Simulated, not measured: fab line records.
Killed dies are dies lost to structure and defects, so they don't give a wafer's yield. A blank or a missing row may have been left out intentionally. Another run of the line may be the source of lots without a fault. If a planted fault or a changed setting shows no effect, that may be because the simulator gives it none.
Problem report, 8D (eight disciplines) form, completed by code    flow sky130    the parts of the form that need people (team, actions taken, sign-off) are left out

## 1. THE PROBLEM
Mean of tube-center-temp-C at SKY_GATE_OXIDE_OXIDATION_16: 826 C across 6 wafers in 2 lots; on wafers with no fault it is 800 C (standard deviation 0.07). So: +99 or more standard deviations from the usual mean.
The step: stabilise 600 s, purge 300 s, target thk 3.57 nm.
The first sign was on wafer L317.3 at day 17 20:47, on furnace-01. At this step, 30 wafers from 10 lots have a number in the record. Rule for "out", or "out of limits": more than 4 standard deviations from the usual mean. The other wafers with a number count as sound.

## 2. WHAT IT IS; WHAT IT IS NOT
question                     is                                                                                                                                                          is not
which readings at this step  tube-center-temp-C, spike-tc-bottom-C, spike-tc-centre-C, spike-tc-lower-C, spike-tc-top-C, spike-tc-upper-C, tube_center_temp_C_max, zone-power-upper-pct  -
which lots                   L317, L318                                                                                                                                                  L307, L321, L325, L326, L327, L328, L329, L330
which wafers of those lots   all that have a number                                                                                                                                      -
read on which tools          furnace-01                                                                                                                                                  furnace-02
when                         from day 17 20:47                                                                                                                                           up to then (3 sound wafers); but 21 sound wafers of L321, L325, L326, L327, L328, L329, L330 came after

## 3. THE SUSPECTS, EACH WITH WHAT RULES IT OUT
Counting: any tool at a process step up to the reading is kept as a suspect provided that every lot that is out went through it and no sound lot did after the first of them.
- furnace-01 at SKY_GATE_OXIDE_OXIDATION_16 (stabilise 600 s, purge 300 s, target thk 3.57 nm): ruled out as a lasting fault. After its first lot that is out, L317 (day 17 20:47), sound lots L327, L329 ran on it.
Left after counting: nothing in the record.

## 4. THE CAUSE (what the simulator had put in)
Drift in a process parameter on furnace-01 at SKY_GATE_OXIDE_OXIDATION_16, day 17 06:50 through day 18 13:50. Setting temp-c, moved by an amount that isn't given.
Counting ruled it out, wrongly.

## 5. SEQUENCE OF EFFECTS, ordered by route
Each row: a reading whose mean over the struck wafers that have a number lies more than 3 standard deviations from the usual. Scope: only readings with a usual standard deviation given in the record; hours: median across lots of the time from each lot's start at the first step in this table that gives one to its start at this step; sigmas: change in usual standard deviations.
hours  step                         reading                 usual    on struck wafers  change  sigmas
0      SKY_GATE_OXIDE_OXIDATION_16  spike-tc-bottom-C       820.8 C  848.2             +27.4   +11
0      SKY_GATE_OXIDE_OXIDATION_16  spike-tc-centre-C       801.2 C  827.6             +26.4   +22
0      SKY_GATE_OXIDE_OXIDATION_16  spike-tc-lower-C        802.2 C  827.7             +25.5   +23
0      SKY_GATE_OXIDE_OXIDATION_16  spike-tc-top-C          813.1 C  838.7             +25.6   +21
0      SKY_GATE_OXIDE_OXIDATION_16  spike-tc-upper-C        800.1 C  825.5             +25.4   +23
0      SKY_GATE_OXIDE_OXIDATION_16  tube-center-temp-C      800 C    826               +26     +99 or more
0      SKY_GATE_OXIDE_OXIDATION_16  tube_center_temp_C_max  802.0    828.0             +26.0   +81
0      SKY_GATE_OXIDE_OXIDATION_16  zone-power-upper-pct    13.89 %  15.00             +1.11   +6.5
The process steps in it:
- SKY_GATE_OXIDE_OXIDATION_16: stabilise 600 s, purge 300 s, target thk 3.57 nm.

## 6. WHAT WOULD HAVE CAUGHT IT SOONER
In this record no reading fell out of limits until day 17 20:47, 14 hours after the fault had begun at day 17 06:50.
